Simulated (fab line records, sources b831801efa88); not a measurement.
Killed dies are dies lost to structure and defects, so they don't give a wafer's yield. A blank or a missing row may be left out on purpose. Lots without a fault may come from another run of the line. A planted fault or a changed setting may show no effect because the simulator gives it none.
Which tool did it? | flow gf180mcu | 7 lots, 21 wafers sampled, at 4 steps of a route of 602

WHAT THE GAUGES READ, wafer by wafer
GF_PASSIVATION_THK_MEAS_03.
lot  | measured     | on            | PASSIVATION_CVD_02_THK (nm)
L494 | day 28 20:59 | film_metro-02 | 695 685 706
L499 | day 30 14:27 | film_metro-01 | 698 689 703
L505 | day 32 03:28 | film_metro-01 | 695 707 698
L509 | day 33 04:38 | film_metro-03 | 698 698 711
L512 | day 34 00:29 | film_metro-01 | 690 708 701
L514 | day 34 09:34 | film_metro-03 | 706 709 712

WHICH TOOL RAN EACH LOT (tool, then ch and the chambers of the sampled wafers, then the start)
lot  | GF_STI_OXIDATION_29          | GF_V4_SPUTTER_21             | GF_V5_SPUTTER_22
L494 | furnace-02 ch 0, day 2 20:43 | pvd_sputter-01, day 25 04:40 | pvd_sputter-03, day 27 23:16
L499 | furnace-02 ch 0, day 4 01:09 | pvd_sputter-01, day 27 03:06 | pvd_sputter-03, day 29 17:46
L501 | furnace-02, day 4 12:40      | -                            | -
L505 | furnace-01 ch 0, day 5 03:45 | pvd_sputter-02, day 28 21:11 | pvd_sputter-03, day 31 08:28
L509 | furnace-02 ch 0, day 6 01:03 | pvd_sputter-02, day 30 02:30 | pvd_sputter-01, day 32 10:46
L512 | furnace-02 ch 0, day 6 17:02 | pvd_sputter-02, day 31 00:58 | pvd_sputter-04, day 33 06:46
L514 | furnace-01 ch 0, day 7 06:04 | pvd_sputter-04, day 31 11:12 | pvd_sputter-01, day 33 16:11
- GF_STI_OXIDATION_29: stabilise 600 s, purge 300 s, target thk 10 nm.
- GF_V4_SPUTTER_21: material Ti, target thk 15 nm, time 80.02 s.
- GF_V5_SPUTTER_22: material TiN, target thk 10 nm, time 40 s.

THE ANSWER, worked out from the rows above alone
Rule: what is usual is taken from the lots themselves. Put in order of their means at a reading, lots are off if they are a third of the lots or fewer, leave a main group of 4 or more, and stand apart from it by a gap of 3 or more times the standard deviation of the main group's means; of several such gaps the widest counts. A main group whose means are all the same, to the digits that the tables above print for the reading, isn't used. A lot without any number at a reading at which 4 lots or more have one is off too. The other lots that the step has rows for count as sound.
No lot is off at any reading shown: from this, nothing can be told.

WHAT THE SIMULATOR HAD PUT IN
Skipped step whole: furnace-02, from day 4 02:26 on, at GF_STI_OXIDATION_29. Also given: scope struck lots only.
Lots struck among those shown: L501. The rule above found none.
